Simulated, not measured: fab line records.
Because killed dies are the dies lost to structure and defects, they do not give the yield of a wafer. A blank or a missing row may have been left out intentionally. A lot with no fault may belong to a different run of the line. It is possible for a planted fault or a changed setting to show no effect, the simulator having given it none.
fab line records + flow sky130
record:
- lots: 6
- wafers: 17
- last-day: 50
route steps=708 shown FIELD_ISO@1 PAD_OPEN@708
lots untouched by any fault: they come from a run of this same line in which no faults occurred
start-h: hours from the record's opening day to when the first of the lot's shown wafers began + wait-h: hours since the lot's step before + " unchanged from the row above + L1.1+2: a row that stands for several wafers + - either no value or no given start + * or withheld: withheld + < > ~ a bound
route shown NAME@n: a module of which the file shows steps, and the number in the route of the first + usual: average and standard deviation across the fault-free wafers + same: alike in all rows + chamber/n: place in a boat + sites: readings site by site + _std_site: the standard deviation of these + _edge_site: inner sites' mean taken away from outer sites' mean + radius-mm: for every site, how far away it sits from the centre of the wafer + mask NAME#n: copy n + behind: the tool/chamber that last shaped the wafer + hold: the reason the lot was held/the length of the hold in hours/how it ended + device: names the non-switching transistor (n, p or np) + end of line: at the end of the route, the tests of the same wafers + step lacking rows: just its recipe + killed: dies that structure and defects cost at the first sort, which is not the same as the wafer's yield + map: the dies of a wafer, with x for killed, . for not killed, _ for no die there
set.NAME: the run value of the setting; set.NAME@STEP: its run value at that earlier step + model.NAME: the simulator's own value behind a step, which no gauge read
certain route steps with their lots: each step a table, each wafer a row
services: when a tool's chamber went out of use (start-h, in hours from the record's first day, below 0 if earlier), for how many hours, and the reason
== steps ==
step: SKY_FIELD_ISO_BOW_MEAS_00
recipe:
- mode: bow
usual:
- INCOMING_BOW: 0/6.9
| lot.wafer | tool          | chamber | start-h | wait-h | INCOMING_BOW[um] |
|-----------|---------------|---------|---------|--------|------------------|
| L265.3    | film-metro-01 | -       | 60.04   | -      | 18               |
| L265.5    | "             | -       | "       | "      | -3               |
| L265.6    | "             | -       | "       | "      | 5                |
| L266.1    | film-metro-02 | -       | 65.00   | -      | 3                |
| L266.2    | "             | -       | "       | "      | -1               |
| L266.6    | "             | -       | "       | "      | 6                |
| L267.2    | film-metro-01 | -       | 70.02   | -      | 3                |
| L267.5    | "             | -       | "       | "      | 9                |
| L267.6    | "             | -       | "       | "      | 9                |
| L269.1    | film-metro-02 | -       | 80.00   | -      | 3                |
| L269.2    | "             | -       | "       | "      | -2               |
| L269.6    | "             | -       | "       | "      | 2                |
| L273.5    | film-metro-03 | -       | 100.08  | -      | 13               |
| L273.6    | "             | -       | "       | "      | -9               |
| L278.1    | film-metro-02 | -       | 125.00  | -      | -7               |
| L278.3    | "             | -       | "       | "      | 3                |
| L278.6    | "             | -       | "       | "      | -3               |
step: SKY_FIELD_ISO_OXIDATION_01
recipe:
- temp-c: 900
- ambient: O2
- stabilise-s: 600
- purge-s: 300
- target-thk-a: 120
- ox-time-s: 1843
step: SKY_FIELD_ISO_THK_MEAS_02
recipe:
- reads: SiO2_of_FIELD_ISO_OXIDATION_01
usual:
- FIELD_ISO_OXIDATION_00_THK: 12.07/0.23
| lot.wafer | tool          | chamber | start-h | wait-h | FIELD_ISO_OXIDATION_00_THK[nm] |
|-----------|---------------|---------|---------|--------|--------------------------------|
| L265.3    | film-metro-01 | -       | 61.65   | 0.0    | 12.51                          |
| L265.5    | "             | -       | "       | "      | 12.44                          |
| L265.6    | "             | -       | "       | "      | 12.38                          |
| L266.1    | film-metro-02 | -       | 67.74   | 0.0    | 12.05                          |
| L266.2    | "             | -       | "       | "      | 12.18                          |
| L266.6    | "             | -       | "       | "      | 12.04                          |
| L267.2    | film-metro-02 | -       | 71.64   | 0.0    | 12.22                          |
| L267.5    | "             | -       | "       | "      | 12.41                          |
| L267.6    | "             | -       | "       | "      | 12.28                          |
| L269.1    | film-metro-03 | -       | 81.63   | 0.0    | 11.99                          |
| L269.2    | "             | -       | "       | "      | 12.08                          |
| L269.6    | "             | -       | "       | "      | 12.08                          |
| L273.5    | film-metro-02 | -       | 102.20  | 0.0    | 12.07                          |
| L273.6    | "             | -       | "       | "      | 12.12                          |
| L278.1    | film-metro-03 | -       | 128.27  | 0.0    | 12.16                          |
| L278.3    | "             | -       | "       | "      | 11.97                          |
| L278.6    | "             | -       | "       | "      | 12.19                          |
step: SKY_FIELD_ISO_CVD_03
recipe:
- material: Si3N4
- precursor: DCS/NH3
- target-thk-nm: 165
- temp-c: 770
- time-s: 2830
- pressure-mtorr: 250
step: SKY_FIELD_ISO_THK_MEAS_04
recipe:
- reads: Si3N4_of_FIELD_ISO_CVD_03
usual:
- FIELD_ISO_CVD_03_THK: 166.2/1.2
| lot.wafer | tool          | chamber | start-h | wait-h | FIELD_ISO_CVD_03_THK[nm] |
|-----------|---------------|---------|---------|--------|--------------------------|
| L265.3    | film-metro-03 | -       | 63.50   | 0.0    | 166.4                    |
| L265.5    | "             | -       | "       | "      | 166.3                    |
| L265.6    | "             | -       | "       | "      | 167.8                    |
| L266.1    | film-metro-01 | -       | 69.59   | 0.0    | 166.2                    |
| L266.2    | "             | -       | "       | "      | 167.0                    |
| L266.6    | "             | -       | "       | "      | 165.6                    |
| L267.2    | film-metro-02 | -       | 73.49   | 0.0    | 167.7                    |
| L267.5    | "             | -       | "       | "      | 167.3                    |
| L267.6    | "             | -       | "       | "      | 168.7                    |
| L269.1    | film-metro-01 | -       | 83.55   | 0.0    | 164.4                    |
| L269.2    | "             | -       | "       | "      | 165.4                    |
| L269.6    | "             | -       | "       | "      | 165.4                    |
| L273.5    | film-metro-03 | -       | 104.38  | 0.0    | 166.3                    |
| L273.6    | "             | -       | "       | "      | 167.7                    |
| L278.1    | film-metro-01 | -       | 130.12  | 0.0    | 167.8                    |
| L278.3    | "             | -       | "       | "      | 168.4                    |
| L278.6    | "             | -       | "       | "      | 167.9                    |
step: SKY_FIELD_ISO_DEHYDRATE_05
recipe:
- temp-c: 200
- time-s: 60
step: SKY_FIELD_ISO_HMDS_06
recipe:
- prime-time-s: 60
- prime-temp-c: 120
step: SKY_FIELD_ISO_COAT_07
recipe:
- resist: BARC
- temp-c: withheld
- time-s: withheld
- spin-rpm: 3000
- resist-thk-nm: 60
step: SKY_FIELD_ISO_COAT_08
recipe:
- resist: KrF-thick
- spin-rpm: 3000
- resist-thk-nm: 450
| lot.wafer | tool           | chamber | start-h | wait-h | model.KrF-thick_of_FIELD_ISO_COAT_08.thk-nm |
|-----------|----------------|---------|---------|--------|---------------------------------------------|
| L265.3    | litho-track-03 | 0       | 71      | -      | 450.1                                       |
| L265.5    | "              | 0       | "       | "      | 450.9                                       |
| L265.6    | "              | 0       | "       | "      | 452                                         |
| L266.1    | litho-track-02 | 0       | 77      | -      | 450                                         |
| L266.2    | "              | 0       | "       | "      | 449.9                                       |
| L266.6    | "              | 0       | "       | "      | 450.5                                       |
| L267.2    | litho-track-02 | 0       | 81      | -      | 450.7                                       |
| L267.5    | "              | 0       | "       | "      | 450.8                                       |
| L267.6    | "              | 0       | "       | "      | 451.9                                       |
| L269.1    | litho-track-02 | 0       | 91      | -      | 450.4                                       |
| L269.2    | "              | 0       | "       | "      | 450.9                                       |
| L269.6    | "              | 0       | "       | "      | 401.1                                       |
| L273.5    | litho-track-02 | 0       | 113     | -      | 450.1                                       |
| L273.6    | "              | 0       | "       | "      | 397.9                                       |
| L278.1    | litho-track-03 | 0       | 139     | -      | 453                                         |
| L278.3    | "              | 0       | "       | "      | 453.4                                       |
| L278.6    | "              | 0       | "       | "      | 453.1                                       |
step: SKY_FIELD_ISO_SOFTBAKE_09
recipe:
- temp-c: 100
- time-s: 90
- resist: KrF-thick
step: SKY_FIELD_ISO_EXPOSE_10
recipe:
- mask-id: FOM
- na: 0.68
- source-shape: annular
- sigma-inner: 0.4
- sigma-outer: 0.8
- target-cd-nm: 150
- dose-mj: 28
step: SKY_FIELD_ISO_PEB_11
recipe:
- peb-temp-c: withheld
- peb-time-s: withheld
- resist: KrF-thick
step: SKY_FIELD_ISO_DEVELOP_12
recipe:
- develop-time-s: 60
- resist: KrF-thick
- dev-temp-c: 21
step: SKY_FIELD_ISO_CD_MEAS_13
recipe:
- target-cd-nm: 150
usual:
- cd-nm: 150.4/1.5
| lot.wafer | tool      | chamber | start-h | wait-h | cd-nm |
|-----------|-----------|---------|---------|--------|-------|
| L265.3    | cd-sem-01 | -       | 80.13   | -      | 149.4 |
| L265.5    | "         | -       | "       | "      | 149.4 |
| L265.6    | "         | -       | "       | "      | 149.2 |
| L266.1    | cd-sem-01 | -       | 85.89   | -      | 150.1 |
| L266.2    | "         | -       | "       | "      | 150.1 |
| L266.6    | "         | -       | "       | "      | 149.0 |
| L267.2    | cd-sem-02 | -       | 90.95   | -      | 151.0 |
| L267.5    | "         | -       | "       | "      | 151.4 |
| L267.6    | "         | -       | "       | "      | 152.8 |
| L269.1    | cd-sem-01 | -       | 100.94  | -      | 147.1 |
| L269.2    | "         | -       | "       | "      | 147.2 |
| L269.6    | "         | -       | "       | "      | 145.1 |
| L273.5    | cd-sem-01 | -       | 123.22  | -      | 150.8 |
| L273.6    | "         | -       | "       | "      | 148.2 |
| L278.1    | cd-sem-02 | -       | 149.84  | -      | 150.8 |
| L278.3    | "         | -       | "       | "      | 150.4 |
| L278.6    | "         | -       | "       | "      | 150.9 |
step: SKY_FIELD_ISO_ETCH_14
recipe:
- chemistry: N2/H2
- target: BARC
- ion-energy-ev: 200
- source-w: 500
- bias-w: 100
- pressure-mtorr: 30
- n2-flow-sccm: 100
- h2-flow-sccm: 200
- stop-on: SiO2
- time-s: 45.9
- target-depth-a: 600
usual:
- drypump-motor-current-A: 5.7/0.59
- oes-product-au: 0.854/0.0046
- throttle-valve-pct: 13.225/0.0088
| lot.wafer | tool        | chamber | start-h | wait-h | drypump-motor-current-A | oes-product-au | rf-hours-counter-h | throttle-valve-pct |
|-----------|-------------|---------|---------|--------|-------------------------|----------------|--------------------|--------------------|
| L265.3    | rie-diel-04 | 2       | 80.21   | 0.1    | 5.7                     | 0.853          | 4                  | 13.219             |
| L265.5    | "           | 3       | "       | "      | 5.0                     | 0.848          | -                  | 13.230             |
| L265.6    | "           | 0       | "       | "      | 6.9                     | 0.855          | -                  | 13.212             |
| L266.1    | rie-diel-04 | 2       | 86.01   | 0.1    | 5.6                     | 0.848          | 4                  | 13.211             |
| L266.2    | "           | 1       | "       | "      | 5.2                     | 0.856          | 107                | 13.225             |
| L266.6    | "           | 1       | "       | "      | 5.2                     | 0.859          | -                  | 13.225             |
| L267.2    | rie-diel-04 | 2       | 91.05   | 0.1    | 5.6                     | 0.861          | 4                  | 13.227             |
| L267.5    | "           | 1       | "       | "      | 5.2                     | 0.845          | -                  | 13.214             |
| L267.6    | "           | 2       | "       | "      | 5.6                     | 0.851          | -                  | 13.232             |
| L269.1    | rie-diel-01 | 1       | 101.06  | 0.1    | 5.6                     | 0.854          | 111                | 13.199             |
| L269.2    | "           | 0       | "       | "      | 6.4                     | 0.856          | 2                  | 13.228             |
| L269.6    | "           | 1       | "       | "      | 5.6                     | 0.861          | -                  | 13.215             |
| L273.5    | rie-diel-01 | 1       | 123.28  | 0.0    | 5.6                     | 0.852          | -                  | 13.224             |
| L273.6    | "           | 2       | "       | "      | 5.5                     | 0.855          | -                  | 13.229             |
| L278.1    | rie-diel-01 | 2       | 149.96  | 0.1    | 5.5                     | 0.849          | 152                | 13.228             |
| L278.3    | "           | 3       | "       | "      | 5.4                     | 0.855          | 150                | 13.223             |
| L278.6    | "           | 3       | "       | "      | 5.4                     | 0.850          | -                  | 13.223             |
step: SKY_FIELD_ISO_ETCH_15
recipe:
- chemistry: CHF3/O2
- target-depth-nm: 180
- stop-on: Si
- source-w: 600
- bias-w: 200
- pressure-mtorr: 40
- chf3-flow-sccm: 50
- O2_flow_sccm: 5
- time-s: 72
usual:
- chf3-flow-sccm: 50.00/0.17
- drypump-motor-current-A: 5.6/0.59
- oes-product-au: 0.950/0.0067
- throttle-valve-pct: 8.846/0.0086
| lot.wafer | tool        | chamber | start-h | wait-h | chf3-flow-sccm | drypump-motor-current-A | oes-product-au | rf-hours-counter-h | throttle-valve-pct | model.KrF-thick_of_FIELD_ISO_COAT_08.thk-nm |
|-----------|-------------|---------|---------|--------|----------------|-------------------------|----------------|--------------------|--------------------|---------------------------------------------|
| L265.3    | rie-diel-04 | 2       | 80.25   | 0.0    | 49.83          | 5.6                     | 0.944          | 4                  | 8.849              | 240.8                                       |
| L265.5    | "           | 3       | "       | "      | 49.91          | 5.0                     | 0.950          | -                  | 8.843              | 243.6                                       |
| L265.6    | "           | 0       | "       | "      | 50.10          | 6.8                     | 0.957          | -                  | 8.854              | 237.9                                       |
| L266.1    | rie-diel-04 | 2       | 86.05   | 0.0    | 49.94          | 5.6                     | 0.948          | 4                  | 8.827              | 238                                         |
| L266.2    | "           | 1       | "       | "      | 49.97          | 5.2                     | 0.957          | 107                | 8.843              | 239.7                                       |
| L266.6    | "           | 1       | "       | "      | 49.83          | 5.2                     | 0.943          | -                  | 8.841              | 242.2                                       |
| L267.2    | rie-diel-04 | 2       | 91.09   | 0.0    | 50.24          | 5.6                     | 0.957          | 4                  | 8.843              | 239.9                                       |
| L267.5    | "           | 1       | "       | "      | 49.92          | 5.2                     | 0.955          | -                  | 8.839              | 241                                         |
| L267.6    | "           | 2       | "       | "      | 50.25          | 5.6                     | 0.961          | -                  | 8.847              | 241.9                                       |
| L269.1    | rie-diel-01 | 1       | 101.10  | 0.0    | 50.02          | 5.6                     | 0.948          | 111                | 8.838              | 232.5                                       |
| L269.2    | "           | 0       | "       | "      | 49.88          | 6.4                     | 0.952          | 2                  | 8.852              | 233.8                                       |
| L269.6    | "           | 1       | "       | "      | 49.62          | 5.6                     | 0.943          | -                  | 8.830              | 183.2                                       |
| L273.5    | rie-diel-01 | 1       | 123.33  | 0.0    | 50.03          | 5.6                     | 0.958          | -                  | 8.831              | 234.2                                       |
| L273.6    | "           | 2       | "       | "      | 49.93          | 5.6                     | 0.960          | -                  | 8.862              | 186.3                                       |
| L278.1    | rie-diel-01 | 2       | 150.00  | 0.0    | 50.06          | 5.5                     | 0.959          | 153                | 8.862              | 242.4                                       |
| L278.3    | "           | 3       | "       | "      | 50.04          | 5.4                     | 0.956          | 150                | 8.844              | 245.6                                       |
| L278.6    | "           | 3       | "       | "      | 49.92          | 5.4                     | 0.950          | -                  | 8.840              | 243.5                                       |
step: SKY_FIELD_ISO_STRIP_16
recipe:
- chemistry: O2/N2
- power-w: 1400
- pressure-mtorr: 1500
- platen-temp-c: withheld
- o2-flow-sccm: 3000
- n2-flow-sccm: 300
- overash-fraction: 0.5
usual:
- drypump-motor-current-A: 5.56/0.13
- oes-product-au: 0.379/0.0044
- strip-time-to-endpoint-s: 3.57/0.038
| lot.wafer | tool            | chamber | start-h | wait-h | drypump-motor-current-A | oes-product-au | rf-hours-counter-h | strip-time-to-endpoint-s |
|-----------|-----------------|---------|---------|--------|-------------------------|----------------|--------------------|--------------------------|
| L265.3    | plasma-asher-03 | 0       | 80.34   | 0.1    | 5.64                    | 0.381          | -                  | 3.60                     |
| L265.5    | "               | 1       | "       | "      | 5.67                    | 0.378          | -                  | 3.62                     |
| L265.6    | "               | 0       | "       | "      | 5.67                    | 0.379          | -                  | 3.56                     |
| L266.1    | plasma-asher-04 | 0       | 86.11   | 0.0    | 5.69                    | 0.380          | 42                 | 3.55                     |
| L266.2    | "               | 1       | "       | "      | 5.45                    | 0.390          | 42                 | 3.59                     |
| L266.6    | "               | 0       | "       | "      | 5.68                    | 0.375          | -                  | 3.61                     |
| L267.2    | plasma-asher-04 | 1       | 91.15   | 0.0    | 5.41                    | 0.386          | 42                 | 3.58                     |
| L267.5    | "               | 0       | "       | "      | 5.68                    | 0.382          | -                  | 3.61                     |
| L267.6    | "               | 1       | "       | "      | 5.41                    | 0.372          | -                  | 3.60                     |
| L269.1    | plasma-asher-04 | 0       | 101.16  | 0.0    | 5.70                    | 0.381          | 44                 | 3.49                     |
| L269.2    | "               | 1       | "       | "      | 5.40                    | 0.374          | 44                 | 3.51                     |
| L269.6    | "               | 0       | "       | "      | 5.68                    | 0.354          | -                  | 2.98                     |
| L273.5    | plasma-asher-02 | 1       | 123.42  | 0.1    | 5.61                    | 0.370          | -                  | 3.53                     |
| L273.6    | "               | 0       | "       | "      | 5.34                    | 0.355          | -                  | 3.01                     |
| L278.1    | plasma-asher-04 | 1       | 150.06  | 0.0    | 5.44                    | 0.381          | 3                  | 3.61                     |
| L278.3    | "               | 0       | "       | "      | 5.67                    | 0.379          | -                  | 3.65                     |
| L278.6    | "               | 1       | "       | "      | 5.44                    | 0.368          | -                  | 3.62                     |
step: SKY_FIELD_ISO_ETCH_17
recipe:
- target-depth-a: 3420
- mask-material: Si3N4
- chemistry: HBr/Cl2/O2
- target: Si
- taper-deg: 5
- icp-w: 600
- bias-w: 150
- pressure-mtorr: 15
- HBr_flow_sccm: 150
- Cl2_flow_sccm: 40
- O2_flow_sccm: 6
- time-s: 97.7
usual:
- drypump-motor-current-A: 5.6/0.55
- oes-product-au: 1.004/0.012
- throttle-valve-pct: 25.653/0.011
| lot.wafer | tool      | chamber | start-h | wait-h | drypump-motor-current-A | oes-product-au | rf-hours-counter-h | throttle-valve-pct |
|-----------|-----------|---------|---------|--------|-------------------------|----------------|--------------------|--------------------|
| L265.3    | rie-si-02 | 1       | 80.41   | 0.0    | 5.5                     | 1.012          | 23                 | 25.653             |
| L265.5    | "         | 2       | "       | "      | 5.5                     | 1.024          | -                  | 25.641             |
| L265.6    | "         | 3       | "       | "      | 5.2                     | 1.002          | -                  | 25.646             |
| L266.1    | rie-si-02 | 3       | 86.21   | 0.1    | 5.2                     | 1.001          | 13                 | 25.647             |
| L266.2    | "         | 2       | "       | "      | 5.5                     | 1.015          | 3                  | 25.639             |
| L266.6    | "         | 3       | "       | "      | 5.2                     | 1.018          | -                  | 25.649             |
| L267.2    | rie-si-01 | 3       | 91.25   | 0.1    | 5.0                     | 0.999          | 55                 | 25.649             |
| L267.5    | "         | 2       | "       | "      | 5.4                     | 1.003          | -                  | 25.669             |
| L267.6    | "         | 3       | "       | "      | 5.0                     | 0.998          | -                  | 25.651             |
| L269.1    | rie-si-01 | 0       | 101.26  | 0.1    | 5.7                     | 1.008          | 35                 | 25.652             |
| L269.2    | "         | 1       | "       | "      | 6.7                     | 1.005          | 1                  | 25.649             |
| L269.6    | "         | 0       | "       | "      | 5.7                     | 1.008          | -                  | 25.649             |
| L273.5    | rie-si-01 | 1       | 123.49  | 0.0    | 6.7                     | 1.008          | -                  | 25.639             |
| L273.6    | "         | 2       | "       | "      | 5.5                     | 0.989          | -                  | 25.674             |
| L278.1    | rie-si-01 | 2       | 150.16  | 0.1    | 5.4                     | 0.980          | 125                | 25.659             |
| L278.3    | "         | 1       | "       | "      | 6.7                     | 1.007          | 1                  | 25.642             |
| L278.6    | "         | 0       | "       | "      | 5.7                     | 1.012          | -                  | 25.636             |
step: SKY_PAD_OPEN_PROBE_99
usual:
- killed_at_M0_to_M3: 43/6.5
- killed_at_M4_up: 3.2/1.8
- killed-at-contacts: 26/5.2
- killed-at-front-end: 16/4.8
- killed-at-other: 0.3/0.6
- killed-dies: 89/9.6
- killed-open: 48/7.1
- killed-short: 40/6.4
same:
- gross-dies: 492
- killed-at-back-side: 0
| lot.wafer | tool      | chamber | start-h | wait-h | killed_at_M0_to_M3 | killed_at_M4_up | killed-at-contacts | killed-at-front-end | killed-at-other | killed-dies | killed-open | killed-short |
|-----------|-----------|---------|---------|--------|--------------------|-----------------|--------------------|---------------------|-----------------|-------------|-------------|--------------|
| L265.3    | prober-01 | -       | 1134.54 | 0.2    | 45                 | 10              | 21                 | 15                  | 0               | 91          | 53          | 38           |
| L265.5    | prober-01 | -       | 1134.64 | 0.2    | 49                 | 4               | 18                 | 12                  | 1               | 84          | 47          | 37           |
| L265.6    | prober-01 | -       | 1134.69 | 0.2    | 30                 | 3               | 26                 | 18                  | 1               | 78          | 41          | 37           |
| L266.1    | prober-02 | -       | 1138.91 | 0.1    | 37                 | 4               | 28                 | 19                  | 1               | 89          | 51          | 38           |
| L266.2    | prober-02 | -       | 1138.96 | 0.1    | 43                 | 2               | 33                 | 22                  | 0               | 100         | 55          | 44           |
| L266.6    | prober-02 | -       | 1139.16 | 0.2    | 47                 | 7               | 28                 | 16                  | 0               | 98          | 52          | 46           |
| L267.2    | prober-01 | -       | 1143.10 | 0.1    | 40                 | 2               | 24                 | 9                   | 0               | 75          | 45          | 30           |
| L267.5    | prober-01 | -       | 1143.25 | 0.2    | 49                 | 1               | 16                 | 11                  | 1               | 78          | 35          | 43           |
| L267.6    | prober-01 | -       | 1143.30 | 0.2    | 34                 | 0               | 34                 | 28                  | 0               | 96          | 62          | 34           |
| L269.1    | prober-01 | -       | 1154.06 | 0.1    | 33                 | 4               | 26                 | 16                  | 2               | 81          | 45          | 35           |
| L269.2    | prober-01 | -       | 1154.11 | 0.1    | 28                 | 5               | 33                 | 12                  | 0               | 78          | 39          | 36           |
| L269.6    | prober-01 | -       | 1154.31 | 0.2    | 45                 | 5               | 31                 | 11                  | 0               | 92          | 52          | 40           |
| L273.5    | prober-01 | -       | 1174.95 | 0.2    | 41                 | 2               | 27                 | 17                  | 0               | 87          | 48          | 39           |
| L273.6    | prober-01 | -       | 1175.00 | 0.2    | 36                 | 3               | 37                 | 15                  | 0               | 91          | 42          | 49           |
| L278.1    | prober-02 | -       | 1199.03 | 0.1    | 37                 | 1               | 41                 | 21                  | 1               | 101         | 61          | 40           |
| L278.3    | prober-02 | -       | 1199.13 | 0.2    | 50                 | 0               | 33                 | 13                  | 0               | 96          | 51          | 45           |
| L278.6    | prober-02 | -       | 1199.28 | 0.2    | 44                 | 2               | 25                 | 16                  | 0               | 87          | 41          | 46           |
killed by level:class
L265.3 VIA2:geometric-particle:open=12 VIA1:geometric-particle:open=10 METAL4:geometric-particle:short=7 LI_CONTACT:geometric-particle:open=5 LOCAL_INTERCONNECT:geometric-particle:short=5 CONTACT:geometric-particle:open=5 FIELD_ISO:geometric-particle:open=4 POLY_GATE:geometric-particle:short=4
L265.5 CONTACT:geometric-particle:open=10 VIA1:geometric-particle:open=9 VIA3:geometric-particle:open=7 VIA3:geometric-particle:short=6 METAL2:geometric-particle:short=5 METAL1:geometric-particle:short=5 VIA1:geometric-particle:short=5 LI_CONTACT:geometric-particle:open=4
L265.6 CONTACT:geometric-particle:open=8 LI_CONTACT:geometric-particle:open=7 VIA2:geometric-particle:open=7 POLY_GATE:geometric-particle:open=5 CONTACT:geometric-particle:short=5 METAL1:geometric-particle:short=4 LI_CONTACT:geometric-particle:short=4 VIA1:geometric-particle:open=4
L266.1 VIA1:geometric-particle:open=12 CONTACT:geometric-particle:open=11 FIELD_ISO:geometric-particle:short=8 VIA3:geometric-particle:open=6 FIELD_ISO:geometric-particle:open=5 LI_CONTACT:geometric-particle:open=5 LI_CONTACT:geometric-particle:short=4 LOCAL_INTERCONNECT:geometric-particle:short=4
L266.2 CONTACT:geometric-particle:open=14 VIA1:geometric-particle:open=10 METAL2:geometric-particle:short=10 CONTACT:geometric-particle:short=8 FIELD_ISO:geometric-particle:open=7 LI_CONTACT:geometric-particle:open=6 POLY_GATE:geometric-particle:open=5 VIA1:geometric-particle:short=5
L266.6 LI_CONTACT:geometric-particle:open=11 VIA1:geometric-particle:open=9 FIELD_ISO:geometric-particle:short=7 CONTACT:geometric-particle:short=7 METAL4:geometric-particle:short=7 VIA3:geometric-particle:open=7 METAL1:geometric-particle:short=6 FIELD_ISO:geometric-particle:open=5
L267.2 CONTACT:geometric-particle:open=9 VIA3:geometric-particle:open=9 LI_CONTACT:geometric-particle:open=6 VIA1:geometric-particle:open=5 POLY_GATE:geometric-particle:short=4 VIA2:geometric-particle:open=4 CONTACT:geometric-particle:short=4 METAL2:geometric-particle:open=3
L267.5 VIA1:geometric-particle:open=10 METAL1:geometric-particle:short=8 FIELD_ISO:geometric-particle:short=6 CONTACT:geometric-particle:open=6 VIA2:geometric-particle:open=6 VIA2:geometric-particle:short=6 METAL2:geometric-particle:short=5 METAL3:geometric-particle:short=5
L267.6 VIA2:geometric-particle:open=13 FIELD_ISO:geometric-particle:short=9 VIA1:geometric-particle:open=9 LI_CONTACT:geometric-particle:open=9 CONTACT:geometric-particle:open=9 FIELD_ISO:geometric-particle:open=7 VIA3:geometric-particle:open=6 LOCAL_INTERCONNECT:geometric-particle:short=5
L269.1 LI_CONTACT:geometric-particle:open=13 VIA1:geometric-particle:open=7 CONTACT:geometric-particle:open=6 POLY_GATE:geometric-particle:open=5 VIA1:geometric-particle:short=5 VIA3:geometric-particle:open=4 METAL1:geometric-particle:short=4 FIELD_ISO:geometric-particle:short=3
L269.2 LI_CONTACT:geometric-particle:open=12 CONTACT:geometric-particle:short=9 CONTACT:geometric-particle:open=7 VIA3:geometric-particle:short=6 FIELD_ISO:geometric-particle:open=4 VIA1:geometric-particle:open=4 VIA1:geometric-particle:short=4 METAL2:geometric-particle:short=4
L269.6 VIA1:geometric-particle:open=17 CONTACT:geometric-particle:open=10 LI_CONTACT:geometric-particle:open=7 VIA2:geometric-particle:open=6 LI_CONTACT:geometric-particle:short=5 CONTACT:geometric-particle:short=5 METAL1:geometric-particle:short=4 VIA2:geometric-particle:short=4
L273.5 VIA1:geometric-particle:open=14 CONTACT:geometric-particle:open=9 LI_CONTACT:geometric-particle:open=9 POLY_GATE:geometric-particle:short=8 METAL1:geometric-particle:short=8 METAL2:geometric-particle:short=5 LOCAL_INTERCONNECT:geometric-particle:short=5 POLY_CUT:geometric-particle:short=4
L273.6 VIA1:geometric-particle:open=10 LI_CONTACT:geometric-particle:open=9 CONTACT:geometric-particle:open=8 POLY_GATE:geometric-particle:short=7 LI_CONTACT:geometric-particle:short=6 CONTACT:geometric-particle:short=6 FIELD_ISO:geometric-particle:open=5 LOCAL_INTERCONNECT:geometric-particle:short=5
L278.1 CONTACT:geometric-particle:open=15 VIA1:geometric-particle:open=11 FIELD_ISO:geometric-particle:short=8 LOCAL_INTERCONNECT:geometric-particle:short=8 LI_CONTACT:geometric-particle:open=8 CONTACT:geometric-particle:short=7 VIA2:geometric-particle:open=7 VIA3:geometric-particle:open=7
L278.3 LI_CONTACT:geometric-particle:open=11 CONTACT:geometric-particle:open=10 VIA2:geometric-particle:open=9 VIA1:geometric-particle:open=7 METAL2:geometric-particle:short=7 VIA3:geometric-particle:short=6 METAL3:geometric-particle:short=5 CONTACT:geometric-particle:short=4
L278.6 VIA1:geometric-particle:short=10 LI_CONTACT:geometric-particle:open=9 LOCAL_INTERCONNECT:geometric-particle:short=6 METAL1:geometric-particle:short=6 METAL2:geometric-particle:short=6 VIA2:geometric-particle:open=6 POLY_GATE:geometric-particle:open=5 VIA1:geometric-particle:open=5
== services ==
| tool            | chamber | start-h | hours | kind       |
|-----------------|---------|---------|-------|------------|
| rie-diel-01     | 0       | 57.41   | 9.9   | repair     |
| plasma-asher-02 | -       | 88.56   | 14.1  | repair     |
| rie-diel-01     | 0       | 102.06  | 3.9   | repair     |
| plasma-asher-04 | -       | 108.75  | 9.0   | pm         |
| plasma-asher-04 | 0       | 108.75  | 9.0   | vent-cycle |
| plasma-asher-04 | 1       | 108.75  | 9.0   | vent-cycle |
| plasma-asher-04 | -       | 114.03  | 2.4   | repair     |
| plasma-asher-04 | 0       | 117.75  | -     | clean      |
| plasma-asher-04 | 1       | 117.75  | -     | clean      |
== key ==
first-sign:
- step: SKY_FIELD_ISO_STRIP_16
- reading: strip-time-to-endpoint-s
- direction: down
- sigmas: 15
- usual: *
- struck: *
effect:
- step: SKY_FIELD_ISO_STRIP_16
- reading: oes-product-au
- direction: down
- sigmas: 5.5
- usual: 0.379
- struck: 0.355
model-effect:
- step: SKY_FIELD_ISO_COAT_08
- value: KrF-thick_of_FIELD_ISO_COAT_08.thk-nm
- without: 450.2
- struck: 399.5
model-effect:
- step: SKY_FIELD_ISO_ETCH_15
- value: KrF-thick_of_FIELD_ISO_COAT_08.thk-nm
- without: 235.4
- struck: 184.7
met-at SKY_FIELD_ISO_COAT_08
struck-wafers L269.6,L273.6
tester-left-out L269,L273
onset-between 81 91
fault:
- kind: process-parameter-drift
- tool: litho-track-02
- chamber: -
- onset-h: 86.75
- steps: SKY_FIELD_ISO_COAT_08
- channel: resist-thk-nm
- offset: -50.669
- shape: step
- end-h: 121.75
- scope: struck-wafers-only
- acts-in: these-recipes-only
- stated: 450
tester-left-out: of these lots the tester's yield and bins aren't shown, on N5 and GAA mostly nor the transistor test; their killed dies are dies lost to structure and defects alone, not to doping, threshold or leakage, so they don't give the yield
